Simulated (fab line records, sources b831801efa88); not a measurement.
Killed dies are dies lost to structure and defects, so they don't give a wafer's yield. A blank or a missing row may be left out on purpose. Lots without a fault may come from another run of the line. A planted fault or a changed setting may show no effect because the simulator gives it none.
fab line records | flow sfq_line
record lots=7 wafers=21 last_day=87
route steps=325 shown M4@158 I4@163
lots that met no fault: from a run of the same line without faults
start_h: hours from the record's first day to the start of the lot's first wafer shown | wait_h: hours since the lot's step before | " the same as in the row above | L1.1+2: a row that stands for several wafers | - no value, or no start given | * or withheld: withheld | < > ~ a bound
route shown NAME@n: a module of which the file shows steps, and the number in the route of the first | usual: mean/standard deviation of fault-free wafers | same: alike in all rows | chamber/n: place in a boat | sites: the reading at each site | _std_site: their standard deviation | _edge_site: outer sites' mean less inner sites' | radius_mm: how far each site lies from the wafer's centre | mask NAME#n: copy n | behind: the tool/chamber that last shaped the wafer | hold: why the lot was held/for how many hours/how that ended | device: the transistor (n, p or np) that didn't switch | end of line: the same wafers' tests at the end of the route | a step without rows: its recipe alone | killed: dies lost to structure and defects at the first sort, not the wafer's yield | map: a wafer's dies, x killed, . not, _ none there
set.NAME: the setting as run; set.NAME@STEP: as run at that earlier step | model.NAME: the simulator's own value behind a step, which no gauge read
lots at some steps of the route; a table a step, a row a wafer
services: from which hour (start_h, from the record's first day; less than 0 if before it) a tool's chamber was out of use, for how many hours, and why
## steps
# step SFQ_M4_OVL_MEAS_926
# usual M4_OVL=2/5.9
# columns lot.wafer tool chamber start_h wait_h M4_OVL[nm]
L432.2 overlay-01 - 1072.87 0.1 12
L432.3 " - " " 7
L432.5 " - " " 12
L433.2 overlay-02 - 1077.58 0.1 1
L433.3 " - " " 4
L433.4 " - " " -4
L440.1 overlay-02 - 1160.40 0.1 6
L440.2 " - " " 9
L440.5 " - " " 8
L442.1 overlay-02 - 1203.29 0.1 9
L442.4 " - " " 7
L442.5 " - " " 1
L443.2 overlay-02 - 1204.49 0.1 1
L443.4 " - " " 7
L443.5 " - " " 1
L444.2 overlay-02 - 1210.62 0.1 -2
L444.3 " - " " 4
L444.6 " - " " 5
L449.2 overlay-01 - 1229.01 0.1 -1
L449.4 " - " " 3
L449.6 " - " " -1
# step SFQ_TRILAYER_M4_BARC_OPEN_METAL_ETCH_123
# recipe mask_material=PR chemistry=O2 target_depth_nm=125 target=BARC icp_w=600 bias_w=80 pressure_mtorr=10 time_s=41.7
# usual chamber_pressure_mTorr=10.000/0.0094 drypump_motor_current_A=5.6/0.51 oes_product_au=0.686/0.0044
# columns lot.wafer tool chamber start_h wait_h chamber_pressure_mTorr drypump_motor_current_A oes_product_au rf_hours_counter_h
L432.2 rie_metal-03 1 1072.90 0.0 10.001 4.8 0.684 35
L432.3 " 1 " " 9.989 4.8 0.678 -
L432.5 " 0 " " 10.008 6.1 0.685 -
L433.2 rie_metal-03 0 1077.61 0.0 9.994 6.1 0.680 88
L433.3 " 1 " " 10.016 4.8 0.680 -
L433.4 " 0 " " 10.014 6.1 0.679 -
L440.1 rie_metal-01 1 1160.44 0.0 9.997 6.0 0.682 9
L440.2 " 0 " " 9.995 5.2 0.685 134
L440.5 " 0 " " 10.005 5.2 0.689 -
L442.1 rie_metal-02 1 1203.32 0.0 10.000 5.8 0.690 49
L442.4 " 1 " " 9.988 5.8 0.682 -
L442.5 " 1 " " 10.007 5.8 0.689 -
L443.2 rie_metal-01 1 1204.52 0.0 10.003 6.0 0.687 18
L443.4 " 0 " " 9.984 5.2 0.680 -
L443.5 " 1 " " 10.003 6.0 0.684 -
L444.2 rie_metal-02 1 1210.67 0.0 9.993 5.8 0.689 -
L444.3 " 1 " " 9.977 5.7 0.681 -
L444.6 " 1 " " 10.005 5.8 0.686 -
L449.2 rie_metal-01 0 1229.04 0.0 10.009 5.2 0.682 6
L449.4 " 0 " " 10.005 5.2 0.679 -
L449.6 " 0 " " 9.994 5.2 0.681 -
# step SFQ_TRILAYER_M4_ETCH_METAL_ETCH_096
# recipe target=Nb stop_on=SiO2 mask_material=PR chemistry=Cl2/Ar target_depth_nm=240 icp_w=600 bias_w=80 pressure_mtorr=10 time_s=120
# usual chamber_pressure_mTorr=9.999/0.011 drypump_motor_current_A=5.6/0.51 oes_product_au=0.894/0.0081
# columns lot.wafer tool chamber start_h wait_h chamber_pressure_mTorr drypump_motor_current_A oes_product_au rf_hours_counter_h
L432.2 rie_metal-03 1 1072.96 0.0 9.989 4.8 0.902 35
L432.3 " 1 " " 10.003 4.8 0.905 -
L432.5 " 0 " " 10.006 6.1 0.902 -
L433.2 rie_metal-03 0 1077.67 0.0 10.001 6.2 0.878 88
L433.3 " 1 " " 9.997 4.8 0.889 -
L433.4 " 0 " " 10.005 6.2 0.886 -
L440.1 rie_metal-01 1 1160.50 0.0 10.012 6.0 0.899 9
L440.2 " 0 " " 10.006 5.2 0.898 134
L440.5 " 0 " " 9.995 5.2 0.891 -
L442.1 rie_metal-02 1 1203.44 0.1 10.014 5.8 0.887 49
L442.4 " 1 " " 10.013 5.8 0.894 -
L442.5 " 1 " " 9.987 5.8 0.886 -
L443.2 rie_metal-01 1 1204.58 0.0 9.999 6.0 0.886 18
L443.4 " 0 " " 10.001 5.2 0.897 -
L443.5 " 1 " " 9.986 6.0 0.906 -
L444.2 rie_metal-02 1 1210.81 0.1 9.993 5.8 0.898 -
L444.3 " 1 " " 9.992 5.8 0.886 -
L444.6 " 1 " " 9.978 5.8 0.895 -
L449.2 rie_metal-01 0 1229.10 0.0 10.008 5.2 0.897 6
L449.4 " 0 " " 10.002 5.2 0.905 -
L449.6 " 0 " " 10.012 5.2 0.894 -
# step SFQ_TRILAYER_M4_STRIP_STRIP_097
# recipe gas=O2 power_w=200 platen_temp_c=40 overash_fraction=0.65 chemistry=O2 pressure_mtorr=50
# usual chamber_pressure_mTorr=50.00/0.044 drypump_motor_current_A=5.6/0.51 oes_product_au=1.003/0.0089
# columns lot.wafer tool chamber start_h wait_h chamber_pressure_mTorr drypump_motor_current_A oes_product_au rf_hours_counter_h
L432.2 rie_metal-03 1 1073.08 0.1 49.89 4.8 0.997 36
L432.3 " 1 " " 50.01 4.8 1.006 -
L432.5 " 0 " " 50.00 6.1 0.996 -
L433.2 rie_metal-03 0 1077.79 0.1 49.99 6.1 0.999 88
L433.3 " 1 " " 50.00 4.8 1.000 -
L433.4 " 0 " " 50.01 6.2 0.995 -
L440.1 rie_metal-01 1 1160.62 0.1 50.10 5.9 0.998 9
L440.2 " 0 " " 50.07 5.2 1.001 134
L440.5 " 0 " " 50.00 5.2 1.008 -
L442.1 rie_metal-02 1 1203.69 0.2 50.03 5.8 1.002 49
L442.4 " 1 " " 50.00 5.8 1.015 -
L442.5 " 1 " " 50.00 5.8 1.012 -
L443.2 rie_metal-01 1 1204.71 0.1 49.97 6.0 0.984 18
L443.4 " 0 " " 50.00 5.3 0.984 -
L443.5 " 1 " " 49.97 6.0 0.997 -
L444.2 rie_metal-02 1 1211.22 0.4 50.03 5.8 1.012 -
L444.3 " 1 " " 49.98 5.7 1.013 -
L444.6 " 1 " " 50.03 5.7 1.019 -
L449.2 rie_metal-01 0 1229.22 0.1 49.98 5.2 0.999 7
L449.4 " 0 " " 50.05 5.2 1.004 -
L449.6 " 0 " " 50.06 5.2 1.006 -
# step SFQ_TRILAYER_M4_STRIP_SOLV_CLEAN_098
# recipe chemistry=NMP temp_c=70 time_s=600
# step SFQ_TRILAYER_I4_DEP_PECVD_099
# recipe material=SiO2 temp_c=150 time_s=111.11 pressure_torr=2.4 rf_w=183.3 precursor=SiH4/N2O target_thk_nm=500
# usual heater_power_w=87/16 throttle_valve_pct=24.2/1.4
# columns lot.wafer tool chamber start_h wait_h heater_power_w throttle_valve_pct
L432.2 pecvd-01 0 1073.87 0.0 68 22.8
L432.3 " 2 " " 84 23.8
L432.5 " 2 " " 92 23.7
L433.2 pecvd-03 2 1078.57 0.0 130 23.9
L433.3 " 1 " " 68 27.5
L433.4 " 2 " " 104 23.9
L440.1 pecvd-04 1 1161.40 0.0 85 23.6
L440.2 " 2 " " 86 25.1
L440.5 " 0 " " 94 23.1
L442.1 pecvd-03 0 1205.07 0.0 68 25.1
L442.4 " 1 " " 71 28.0
L442.5 " 0 " " 69 25.1
L443.2 pecvd-01 1 1205.48 0.0 99 23.1
L443.4 " 2 " " 93 24.0
L443.5 " 1 " " 100 22.9
L444.2 pecvd-04 1 1212.39 0.0 93 23.3
L444.3 " 2 " " 82 25.3
L444.6 " 1 " " 95 23.4
L449.2 pecvd-04 2 1230.00 0.0 73 25.4
L449.4 " 0 " " 86 23.0
L449.6 " 1 " " 95 23.6
# step SFQ_TRILAYER_I4_CMP_CMP_100
# recipe material=SiO2 down_force_psi=3 platen_rpm=60 pad_velocity_m_s=0.94248
# step SFQ_I4_BOW_MEAS_927
# recipe mode=bow
# usual I4_BOW=6/8.3
# columns lot.wafer tool chamber start_h wait_h I4_BOW[um]
L432.2 film_metro-04 - 1079.47 2.0 10
L432.3 " - " " -7
L432.5 " - " " 4
L433.2 film_metro-03 - 1084.27 1.5 14
L433.3 " - " " 2
L433.4 " - " " 11
L440.1 film_metro-04 - 1164.47 1.0 9
L440.2 " - " " 11
L440.5 " - " " 2
L442.1 film_metro-04 - 1208.57 1.0 17
L442.4 " - " " 16
L442.5 " - " " 9
L443.2 film_metro-03 - 1210.63 2.2 -4
L443.4 " - " " -1
L443.5 " - " " 13
L444.2 film_metro-03 - 1219.63 2.0 13
L444.3 " - " " 1
L444.6 " - " " 5
L449.2 film_metro-04 - 1234.63 1.5 8
L449.4 " - " " 14
L449.6 " - " " 25
# step SFQ_TRILAYER_I4_METRO_MEASURE_101
# usual thk_nm=199.7/1.1
# columns lot.wafer tool chamber start_h wait_h thk_nm
L432.2 film_metro-04 - 1079.77 0.3 199.4
L432.3 " - " " 199.5
L432.5 " - " " 199.9
L433.2 film_metro-03 - 1084.57 0.3 200.7
L433.3 " - " " 201.8
L433.4 " - " " 200.9
L440.1 film_metro-04 - 1164.59 0.1 199.4
L440.2 " - " " 201.0
L440.5 " - " " 201.3
L442.1 film_metro-04 - 1208.69 0.1 200.1
L442.4 " - " " 200.3
L442.5 " - " " 198.8
L443.2 film_metro-03 - 1210.93 0.3 200.5
L443.4 " - " " 199.6
L443.5 " - " " 200.3
L444.2 film_metro-03 - 1219.93 0.3 199.1
L444.3 " - " " 198.3
L444.6 " - " " 199.0
L449.2 film_metro-04 - 1234.93 0.3 198.8
L449.4 " - " " 199.9
L449.6 " - " " 198.2
# step SFQ_TRILAYER_I4_VIA_LITHO_COAT_108
# recipe resist=BARC spin_rpm=3000 resist_thk_nm=62
# step SFQ_TRILAYER_I4_VIA_LITHO_COAT_103
# recipe resist=KrF spin_rpm=3000 resist_thk_nm=650
# step SFQ_TRILAYER_I4_VIA_LITHO_SOFTBAKE_107
# recipe temp_c=withheld time_s=withheld resist=KrF
# step SFQ_TRILAYER_I4_VIA_LITHO_EXPOSE_104
# recipe mask_id=I4 na=0.6 source_shape=conventional sigma_outer=0.65 target_cd_nm=700 dose_mj=21.3
# usual exposure_dose_mJ_cm2=21.296/0.02
# columns lot.wafer tool chamber start_h wait_h mask exposure_dose_mJ_cm2
L432.2 krf_scanner-01 0 1188.20 - I4#0 21.293
L432.3 " 0 " " I4#0 21.289
L432.5 " 0 " " I4#0 21.268
L433.2 krf_scanner-01 0 1217.00 - I4#0 21.280
L433.3 " 0 " " I4#0 21.298
L433.4 " 0 " " I4#0 21.282
L440.1 krf_scanner-02 0 1295.60 - I4#0 21.329
L440.2 " 0 " " I4#0 21.296
L440.5 " 0 " " I4#0 21.340
L442.1 krf_scanner-02 0 1348.65 - I4#0 18.863
L442.4 " 0 " " I4#0 18.863
L442.5 " 0 " " I4#0 18.895
L443.2 krf_scanner-02 0 1351.25 - I4#0 18.881
L443.4 " 0 " " I4#0 18.883
L443.5 " 0 " " I4#0 18.899
L444.2 krf_scanner-02 0 1359.65 - I4#0 18.860
L444.3 " 0 " " I4#0 18.855
L444.6 " 0 " " I4#0 18.856
L449.2 krf_scanner-01 0 1379.96 - I4#0 21.284
L449.4 " 0 " " I4#0 21.285
L449.6 " 0 " " I4#0 21.275
# step SFQ_TRILAYER_I4_VIA_LITHO_PEB_106
# recipe peb_temp_c=115 peb_time_s=60 resist=KrF
# step SFQ_TRILAYER_I4_VIA_LITHO_DEVELOP_105
# recipe time_s=60 resist=KrF
# step SFQ_I4_OVL_MEAS_928
# usual I4_OVL=2/5.8
# columns lot.wafer tool chamber start_h wait_h I4_OVL[nm]
L432.2 overlay-02 - 1189.51 0.1 -6
L432.3 " - " " -3
L432.5 " - " " -10
L433.2 overlay-02 - 1218.31 0.1 3
L433.3 " - " " 5
L433.4 " - " " 3
L440.1 overlay-02 - 1297.10 0.1 -4
L440.2 " - " " -1
L440.5 " - " " -1
L442.1 overlay-01 - 1350.15 0.1 14
L442.4 " - " " 11
L442.5 " - " " 9
L443.2 overlay-02 - 1352.55 0.1 -9
L443.4 " - " " 4
L443.5 " - " " -2
L444.2 overlay-01 - 1360.95 0.1 -7
L444.3 " - " " -7
L444.6 " - " " -6
L449.2 overlay-02 - 1381.27 0.1 9
L449.4 " - " " 10
L449.6 " - " " 11
# step SFQ_TRILAYER_I4_VIA_BARC_OPEN_VIA_ETCH_146
# recipe mask_material=PR chemistry=O2 target_depth_nm=125 target=BARC source_w=500 bias_w=80 pressure_mtorr=30 time_s=41.7
# usual chamber_pressure_mTorr=29.997/0.029 drypump_motor_current_A=5.9/0.54 oes_product_au=0.685/0.0045
# columns lot.wafer tool chamber start_h wait_h chamber_pressure_mTorr drypump_motor_current_A oes_product_au rf_hours_counter_h model.I4.cd_nm
L432.2 rie_diel-02 2 1189.54 0.0 30.011 6.3 0.686 6 699.8
L432.3 " 0 " " 30.003 6.0 0.678 12 699.8
L432.5 " 2 " " 29.971 6.3 0.685 - 700.8
L433.2 rie_diel-01 3 1218.34 0.0 30.034 6.1 0.681 6 700.1
L433.3 " 2 " " 30.005 5.8 0.685 15 701.5
L433.4 " 0 " " 29.992 5.4 0.686 3 700.4
L440.1 rie_diel-01 2 1297.13 0.0 29.995 5.9 0.698 16 700
L440.2 " 3 " " 30.019 6.0 0.687 7 699.9
L440.5 " 3 " " 30.020 6.0 0.676 - 700.2
L442.1 rie_diel-01 1 1350.18 0.0 29.998 5.0 0.680 19 680.5
L442.4 " 2 " " 29.989 5.8 0.684 18 681.2
L442.5 " 3 " " 29.944 6.0 0.691 - 680.7
L443.2 rie_diel-03 1 1352.58 0.0 30.027 6.8 0.690 12 682.7
L443.4 " 2 " " 29.988 6.4 0.684 8 684.7
L443.5 " 3 " " 29.998 5.8 0.680 - 682
L444.2 rie_diel-01 0 1360.98 0.0 30.014 5.5 0.691 6 676.8
L444.3 " 1 " " 29.988 5.1 0.684 19 679.7
L444.6 " 3 " " 30.032 6.1 0.680 - 678.3
L449.2 rie_diel-02 3 1381.30 0.0 29.993 5.7 0.681 12 702.1
L449.4 " 1 " " 30.000 4.8 0.679 19 700.5
L449.6 " 3 " " 29.988 5.7 0.683 - 702.1
# step SFQ_TRILAYER_I4_VIA_ETCH_VIA_ETCH_106
# recipe target=SiO2 stop_on=Nb mask_material=PR taper_deg=20 chemistry=CHF3 target_depth_nm=260 source_w=500 bias_w=80 pressure_mtorr=30 time_s=withheld
# usual chamber_pressure_mTorr=29.996/0.027 drypump_motor_current_A=5.9/0.54 oes_product_au=0.854/0.005
# columns lot.wafer tool chamber start_h wait_h chamber_pressure_mTorr drypump_motor_current_A oes_product_au model.I4.cd_nm
L432.2 rie_diel-02 2 1189.58 0.0 30.041 6.3 0.853 700.6
L432.3 " 0 " " 29.987 6.0 0.855 698.7
L432.5 " 2 " " 29.987 6.3 0.864 700.8
L433.2 rie_diel-01 3 1218.38 0.0 29.994 6.1 0.864 699.9
L433.3 " 2 " " 29.958 5.8 0.862 698.3
L433.4 " 0 " " 29.997 5.4 0.861 699.7
L440.1 rie_diel-01 2 1297.17 0.0 30.041 5.9 0.852 698.2
L440.2 " 3 " " 30.000 6.0 0.856 700.1
L440.5 " 3 " " 30.028 6.1 0.856 700.5
L442.1 rie_diel-01 1 1350.22 0.0 29.967 5.0 0.862 680.7
L442.4 " 2 " " 30.013 5.8 0.851 678.6
L442.5 " 3 " " 29.996 6.1 0.848 680.9
L443.2 rie_diel-03 1 1352.62 0.0 30.014 6.8 0.858 684.4
L443.4 " 2 " " 29.982 6.4 0.858 684.2
L443.5 " 3 " " 29.980 5.8 0.855 684.4
L444.2 rie_diel-01 0 1361.02 0.0 30.027 5.4 0.847 675.5
L444.3 " 1 " " 30.026 5.0 0.852 679.3
L444.6 " 3 " " 29.949 6.1 0.851 677.8
L449.2 rie_diel-02 3 1381.34 0.0 29.984 5.7 0.854 701.5
L449.4 " 1 " " 29.983 4.8 0.854 702.2
L449.6 " 3 " " 29.998 5.7 0.844 701.2
# step SFQ_TRILAYER_I4_VIA_STRIP_STRIP_107
# recipe gas=O2 power_w=200 platen_temp_c=40 overash_fraction=0.65 chemistry=O2 pressure_mtorr=50
## services
# columns tool chamber start_h hours kind
rie_metal-03 - 1049.87 1.4 pm
rie_diel-02 1 1068.50 1.5 repair
rie_diel-01 3 1086.42 15.3 repair
krf_scanner-02 - 1087.96 1.5 repair
krf_scanner-02 - 1095.50 0.8 pm
rie_diel-01 0 1097.26 4.2 repair
rie_metal-02 0 1100.62 3.0 repair
rie_metal-01 - 1115.71 0.1 repair
film_metro-04 - 1131.18 0.7 pm
film_metro-04 - 1137.48 4.6 pm
krf_scanner-02 - 1157.90 1.0 pm
rie_metal-03 1 1162.63 31.6 repair
film_metro-04 - 1166.73 1.1 pm
rie_diel-01 - 1176.39 4.7 repair
krf_scanner-02 - 1187.88 0.2 repair
krf_scanner-02 - 1200.49 1.3 pm
rie_diel-02 - 1206.94 15.6 pm
rie_metal-03 - 1231.48 1.2 repair
rie_metal-01 - 1241.57 1.2 repair
krf_scanner-02 - 1250.28 4.0 pm
rie_diel-01 1 1261.11 3.0 repair
rie_metal-02 1 1285.18 35.8 repair
rie_metal-01 - 1330.73 0.8 repair
rie_metal-01 0 1364.01 4.2 repair
## key
first_sign step=SFQ_TRILAYER_I4_VIA_LITHO_EXPOSE_104 reading=exposure_dose_mJ_cm2 direction=down sigmas=99+ usual=21.296 struck=18.873
effect none on later readings
model_effect step=SFQ_TRILAYER_I4_VIA_BARC_OPEN_VIA_ETCH_146 value=I4.cd_nm without=700.3 struck=680.7
model_effect step=SFQ_TRILAYER_I4_VIA_ETCH_VIA_ETCH_106 value=I4.cd_nm without=700.2 struck=680.7
met_at SFQ_TRILAYER_I4_VIA_LITHO_EXPOSE_104
struck_wafers L442.1,L442.4,L442.5,L443.2,L443.4,L443.5,L444.2,L444.3,L444.6
onset_between 1295.60 1348.65
fault kind=process_parameter_drift tool=krf_scanner-02 chamber=- onset_h=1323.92 steps=SFQ_TRILAYER_I4_VIA_LITHO_EXPOSE_104 channel=dose_mj offset=-2.4185 shape=step acts_in=these_recipes_only stated=21.3
